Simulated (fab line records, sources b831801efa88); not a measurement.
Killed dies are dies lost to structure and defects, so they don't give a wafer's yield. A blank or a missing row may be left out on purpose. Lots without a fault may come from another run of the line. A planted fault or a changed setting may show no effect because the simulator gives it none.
fab line records | flow sky130
record lots=6 wafers=18 last_day=50
route steps=708 shown METAL2@490 PAD_OPEN@708
lots that met no fault: from a run of the same line without faults
start_h: hours from the record's first day to the start of the lot's first wafer shown | wait_h: hours since the lot's step before | " the same as in the row above | L1.1+2: a row that stands for several wafers | - no value, or no start given | * or withheld: withheld | < > ~ a bound
route shown NAME@n: a module of which the file shows steps, and the number in the route of the first | usual: mean/standard deviation of fault-free wafers | same: alike in all rows | chamber/n: place in a boat | sites: the reading at each site | _std_site: their standard deviation | _edge_site: outer sites' mean less inner sites' | radius_mm: how far each site lies from the wafer's centre | mask NAME#n: copy n | behind: the tool/chamber that last shaped the wafer | hold: why the lot was held/for how many hours/how that ended | device: the transistor (n, p or np) that didn't switch | end of line: the same wafers' tests at the end of the route | a step without rows: its recipe alone | killed: dies lost to structure and defects at the first sort, not the wafer's yield | map: a wafer's dies, x killed, . not, _ none there
set.NAME: the setting as run; set.NAME@STEP: as run at that earlier step | model.NAME: the simulator's own value behind a step, which no gauge read
lots at some steps of the route; a table a step, a row a wafer
services: from which hour (start_h, from the record's first day; less than 0 if before it) a tool's chamber was out of use, for how many hours, and why
## steps
# step SKY_METAL2_DEHYDRATE_07
# recipe temp_c=200 time_s=60
# step SKY_METAL2_HMDS_08
# recipe prime_time_s=60 prime_temp_c=120
# step SKY_METAL2_COAT_09
# recipe resist=BARC temp_c=withheld time_s=withheld spin_rpm=3000 resist_thk_nm=60
# step SKY_METAL2_COAT_10
# recipe resist=KrF-thick spin_rpm=3000 resist_thk_nm=450
# step SKY_METAL2_SOFTBAKE_11
# recipe temp_c=100 time_s=90 resist=KrF-thick
# step SKY_METAL2_EXPOSE_12
# recipe mask_id=MM2 na=0.8 source_shape=annular sigma_inner=0.55 sigma_outer=0.85 target_cd_nm=140 dose_mj=28
# step SKY_METAL2_PEB_13
# recipe peb_temp_c=withheld peb_time_s=withheld resist=KrF-thick
# step SKY_METAL2_DEVELOP_14
# recipe develop_time_s=60 resist=KrF-thick dev_temp_c=21
# step SKY_METAL2_CD_MEAS_15
# recipe target_cd_nm=140
# usual cd_nm=140.3/1.6
# columns lot.wafer tool chamber start_h wait_h cd_nm
L393.4 cd_sem-02 - 820.79 - 141.5
L393.5 " - " " 140.2
L393.6 " - " " 141.7
L395.1 cd_sem-02 - 843.72 - 141.7
L395.2 " - " " 139.8
L395.6 " - " " 141.1
L398.1 cd_sem-02 - 866.43 - 141.6
L398.2 " - " " 141.2
L398.5 " - " " 141.4
L406.2 cd_sem-01 - 922.56 - 143.1
L406.5 " - " " 143.3
L406.6 " - " " 142.4
L414.2 cd_sem-02 - 973.39 - 138.9
L414.4 " - " " 138.6
L414.5 " - " " 139.0
L416.2 cd_sem-02 - 983.54 - 143.5
L416.4 " - " " 142.9
L416.5 " - " " 142.8
# step SKY_METAL2_OVL_MEAS_16
# usual METAL2_OVL=-1/4.9
# columns lot.wafer tool chamber start_h wait_h METAL2_OVL[nm]
L393.4 overlay-01 - 820.86 0.1 -5
L393.5 " - " " -9
L393.6 " - " " -6
L395.1 overlay-02 - 843.84 0.1 1
L395.2 " - " " 1
L395.6 " - " " 4
L398.1 overlay-02 - 866.55 0.1 2
L398.2 " - " " -2
L398.5 " - " " -8
L406.2 overlay-01 - 922.67 0.1 1
L406.5 " - " " -2
L406.6 " - " " -1
L414.2 overlay-02 - 973.50 0.1 2
L414.4 " - " " 1
L414.5 " - " " 2
L416.2 overlay-02 - 983.65 0.1 -3
L416.4 " - " " -5
L416.5 " - " " 2
# step SKY_METAL2_DESCUM_17
# recipe chemistry=O2 source_power_w=150 bias_power_w=0 pressure_mtorr=10 temp_c=40 time_s=8
# usual drypump_motor_current_A=5.5/0.31 oes_product_au=1.003/0.012
# same bias_power_w=0
# columns lot.wafer tool chamber start_h wait_h drypump_motor_current_A oes_product_au rf_hours_counter_h
L393.4 rie_metal-01 1 820.90 0.0 5.0 0.994 -
L393.5 " 0 " " 6.2 1.008 -
L393.6 " 1 " " 5.1 0.997 -
L395.1 rie_metal-04 0 843.88 0.0 5.5 1.011 18
L395.2 " 1 " " 5.5 1.030 16
L395.6 " 1 " " 5.5 1.024 -
L398.1 rie_metal-02 0 866.58 0.0 5.7 1.030 13
L398.2 " 1 " " 5.3 0.990 3
L398.5 " 1 " " 5.3 0.991 -
L406.2 rie_metal-04 0 922.70 0.0 5.5 0.987 3
L406.5 " 0 " " 5.5 0.993 -
L406.6 " 1 " " 5.4 1.017 -
L414.2 rie_metal-04 0 973.53 0.0 5.5 0.992 6
L414.4 " 1 " " 5.5 1.021 -
L414.5 " 0 " " 5.5 0.988 -
L416.2 rie_metal-04 0 983.68 0.0 5.5 0.989 6
L416.4 " 0 " " 5.5 0.987 -
L416.5 " 0 " " 5.5 0.993 -
# step SKY_METAL2_ETCH_18
# recipe chemistry=N2/H2 target=BARC ion_energy_ev=200 bias_w=100 pressure_mtorr=30 n2_flow_sccm=100 h2_flow_sccm=200 icp_w=500 stop_on=SiO2 time_s=45.9 target_depth_a=600
# usual drypump_motor_current_A=5.5/0.31 oes_product_au=0.854/0.0045 throttle_valve_pct=13.225/0.0083
# columns lot.wafer tool chamber start_h wait_h drypump_motor_current_A oes_product_au rf_hours_counter_h throttle_valve_pct
L393.4 rie_metal-01 1 820.95 0.0 5.0 0.859 - 13.235
L393.5 " 0 " " 6.2 0.850 - 13.235
L393.6 " 1 " " 5.0 0.858 - 13.218
L395.1 rie_metal-04 0 843.91 0.0 5.5 0.847 18 13.213
L395.2 " 1 " " 5.5 0.858 16 13.220
L395.6 " 1 " " 5.5 0.853 - 13.221
L398.1 rie_metal-02 0 866.61 0.0 5.7 0.844 13 13.232
L398.2 " 1 " " 5.3 0.852 3 13.214
L398.5 " 1 " " 5.3 0.859 - 13.233
L406.2 rie_metal-04 0 922.73 0.0 5.5 0.855 3 13.226
L406.5 " 0 " " 5.5 0.852 - 13.224
L406.6 " 1 " " 5.5 0.850 - 13.224
L414.2 rie_metal-04 0 973.56 0.0 5.5 0.860 6 13.217
L414.4 " 1 " " 5.5 0.848 - 13.231
L414.5 " 0 " " 5.5 0.848 - 13.244
L416.2 rie_metal-04 0 983.71 0.0 5.5 0.849 6 13.222
L416.4 " 0 " " 5.5 0.855 - 13.219
L416.5 " 0 " " 5.5 0.854 - 13.242
# step SKY_METAL2_METAL_ETCH_19
# recipe target_depth_a=3600 stop_on=SiO2 over_etch_frac=0.3 time_s=78 chemistry=Cl2/BCl3 resist_sidewall_deg=88 pressure_mtorr=10 icp_w=900 bias_w=48.5 Cl2_flow_sccm=60 bcl3_flow_sccm=30
# usual drypump_motor_current_A=5.5/0.31 oes_product_au=0.853/0.0063 throttle_valve_pct=22.264/0.0082
# columns lot.wafer tool chamber start_h wait_h drypump_motor_current_A oes_product_au rf_hours_counter_h throttle_valve_pct model.KrF-thick_of_METAL2_COAT_10.thk_nm model.METAL2.cd_nm model.SiO2_of_VIA1_HDPCVD_00.thk_nm
L393.4 rie_metal-01 1 821.05 0.1 5.0 0.854 - 22.254 162 147.4 332.4
L393.5 " 0 " " 6.2 0.864 - 22.265 152.4 140.3 329.5
L393.6 " 1 " " 5.0 0.845 - 22.262 161.3 144.8 331.1
L395.1 rie_metal-04 0 843.97 0.0 5.5 0.847 18 22.261 158.1 142.7 331.2
L395.2 " 1 " " 5.4 0.844 16 22.270 147.8 141.4 331.5
L395.6 " 1 " " 5.5 0.846 - 22.264 151.9 140.8 330.7
L398.1 rie_metal-02 0 866.68 0.0 5.7 0.854 13 22.260 152.3 137.2 330.5
L398.2 " 1 " " 5.3 0.846 3 22.267 166.7 144.8 332.2
L398.5 " 1 " " 5.3 0.853 - 22.263 166 143.9 329.1
L406.2 rie_metal-04 0 922.79 0.0 5.5 0.847 3 22.261 158.6 144.3 330.9
L406.5 " 0 " " 5.5 0.853 - 22.265 161.7 143.5 328.9
L406.6 " 1 " " 5.5 0.850 - 22.268 152.7 143.6 332.4
L414.2 rie_metal-04 0 973.62 0.0 5.5 0.854 6 22.280 162.3 139.8 332.5
L414.4 " 1 " " 5.5 0.844 - 22.291 204.2 147.2 333.7
L414.5 " 0 " " 5.5 0.849 - 22.271 160.5 138.6 331.6
L416.2 rie_metal-04 0 983.77 0.0 5.5 0.848 6 22.268 163.7 143.7 331.4
L416.4 " 0 " " 5.5 0.850 - 22.268 215 151.1 335.1
L416.5 " 0 " " 5.5 0.852 - 22.260 162.1 143.9 332.1
# step SKY_METAL2_STRIP_20
# recipe chemistry=O2/N2 power_w=1400 pressure_mtorr=1500 platen_temp_c=withheld o2_flow_sccm=3000 n2_flow_sccm=300 overash_fraction=0.5
# usual drypump_motor_current_A=5.98/0.24 oes_product_au=0.343/0.0049 strip_time_to_endpoint_s=2.68/0.058
# columns lot.wafer tool chamber start_h wait_h drypump_motor_current_A oes_product_au rf_hours_counter_h strip_time_to_endpoint_s
L393.4 plasma_asher-02 0 821.16 0.1 5.99 0.349 - 2.73
L393.5 " 0 " " 5.99 0.335 - 2.63
L393.6 " 1 " " 6.26 0.341 - 2.73
L395.1 plasma_asher-02 0 844.06 0.1 5.98 0.337 11 2.67
L395.2 " 1 " " 6.25 0.343 11 2.57
L395.6 " 0 " " 5.98 0.345 - 2.62
L398.1 plasma_asher-04 1 866.77 0.1 5.68 0.346 77 2.64
L398.2 " 0 " " 6.07 0.352 77 2.79
L398.5 " 1 " " 5.68 0.346 - 2.78
L406.2 plasma_asher-02 0 922.88 0.1 6.00 0.345 19 2.70
L406.5 " 1 " " 6.25 0.341 - 2.72
L406.6 " 0 " " 5.98 0.333 - 2.64
L414.2 plasma_asher-02 1 973.71 0.1 6.24 0.345 26 2.75
L414.4 " 0 " " 6.01 0.364 - 3.21
L414.5 " 1 " " 6.24 0.341 - 2.70
L416.2 plasma_asher-04 0 983.86 0.1 6.09 0.350 89 2.76
L416.4 " 0 " " 6.08 0.372 - 3.32
L416.5 " 1 " " 5.68 0.351 - 2.73
# step SKY_METAL2_STRIP_21
# recipe chemistry=post_etch_residue_remover time_s=1200 temp_c=72.5
# step SKY_PAD_OPEN_PROBE_99
# usual defect_limited_yield=82.5/1.7 killed_at_M0_to_M3=42/6.1 killed_at_M4_up=3.1/1.7 killed_at_contacts=24/5.5 killed_at_front_end=16/4.1 killed_at_other=0.3/0.57 killed_dies=86/8.2 killed_open=47/6.8 killed_short=38/5.8 sort_bin_3_pad_short=0.8/0.42 sort_bin_5_function=10.2/1.3 sort_bin_6_memory=6.4/1 sort_n_pass=406/8.2 sort_yield_pct=82.5/1.7
# same gross_dies=492 killed_at_back_side=0 sort_bin_4_leakage[%]=0 sort_bin_8_speed[%]=0
# columns lot.wafer tool chamber start_h wait_h defect_limited_yield[%] killed_at_M0_to_M3 killed_at_M4_up killed_at_contacts killed_at_front_end killed_at_other killed_dies killed_open killed_short sort_bin_3_pad_short[%] sort_bin_5_function[%] sort_bin_6_memory[%] sort_n_pass sort_yield_pct[%]
L398.1 prober-01 - 1112.01 0.1 83.1 31 3 31 18 0 83 49 34 0.8 11.0 5.1 409 83.1
L398.2 prober-01 - 1112.06 0.1 82.1 49 4 23 12 0 88 43 45 1.0 10.6 6.3 404 82.1
L398.5 prober-01 - 1112.21 0.2 85.0 33 3 23 15 0 74 42 32 0.6 9.8 4.7 418 85.0
# killed by level:class
L398.1 CONTACT:geometric_particle:open=13 VIA1:geometric_particle:open=10 LI_CONTACT:geometric_particle:open=9 POLY_GATE:geometric_particle:open=5 LOCAL_INTERCONNECT:geometric_particle:short=5 FIELD_ISO:geometric_particle:short=4 METAL2:geometric_particle:short=4 VIA1:geometric_particle:short=4
L398.2 VIA1:geometric_particle:open=10 VIA1:geometric_particle:short=9 CONTACT:geometric_particle:open=8 METAL1:geometric_particle:short=7 LI_CONTACT:geometric_particle:open=6 VIA3:geometric_particle:open=6 LOCAL_INTERCONNECT:geometric_particle:short=5 METAL3:geometric_particle:short=4
L398.5 VIA1:geometric_particle:open=12 CONTACT:geometric_particle:open=8 FIELD_ISO:geometric_particle:short=6 METAL1:geometric_particle:short=5 VIA3:geometric_particle:open=5 FIELD_ISO:geometric_particle:open=4 CONTACT:geometric_particle:short=4 VIA1:geometric_particle:short=4
## services
# columns tool chamber start_h hours kind
plasma_asher-04 - 848.80 3.8 repair
rie_metal-02 - 851.35 14.6 pm
rie_metal-01 - 854.96 2.8 pm
rie_metal-04 0 855.65 - clean
rie_metal-04 0 855.65 23.9 scheduled_down
rie_metal-04 0 855.65 23.9 vent_cycle
plasma_asher-04 - 867.69 0.9 repair
plasma_asher-04 - 878.66 1.5 repair
rie_metal-04 1 897.15 - clean
rie_metal-04 1 897.15 19.4 scheduled_down
rie_metal-04 1 897.15 19.4 vent_cycle
rie_metal-02 0 943.53 19.4 repair
plasma_asher-04 - 960.96 0.7 repair
plasma_asher-04 - 964.69 4.1 repair
## key
first_sign step=SKY_METAL2_STRIP_20 reading=strip_time_to_endpoint_s direction=up sigmas=10 usual=* struck=*
effect step=SKY_METAL2_STRIP_20 reading=oes_product_au direction=up sigmas=5.2 usual=0.343 struck=0.368
model_effect step=SKY_METAL2_METAL_ETCH_19 value=KrF-thick_of_METAL2_COAT_10.thk_nm without=156.8 struck=209.6
met_at SKY_METAL2_METAL_ETCH_19
struck_wafers L414.4,L416.4
sort_left_out L416.4
onset_between 922.79 973.62
fault kind=process_parameter_drift tool=rie_metal-04 chamber=- onset_h=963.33 steps=SKY_METAL2_METAL_ETCH_19 channel=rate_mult offset=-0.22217 shape=step end_h=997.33 scope=struck_wafers_only
# sort_left_out: the simulated sort isn't trusted on such a fault, so these wafers' sort isn't shown, and their yield isn't known
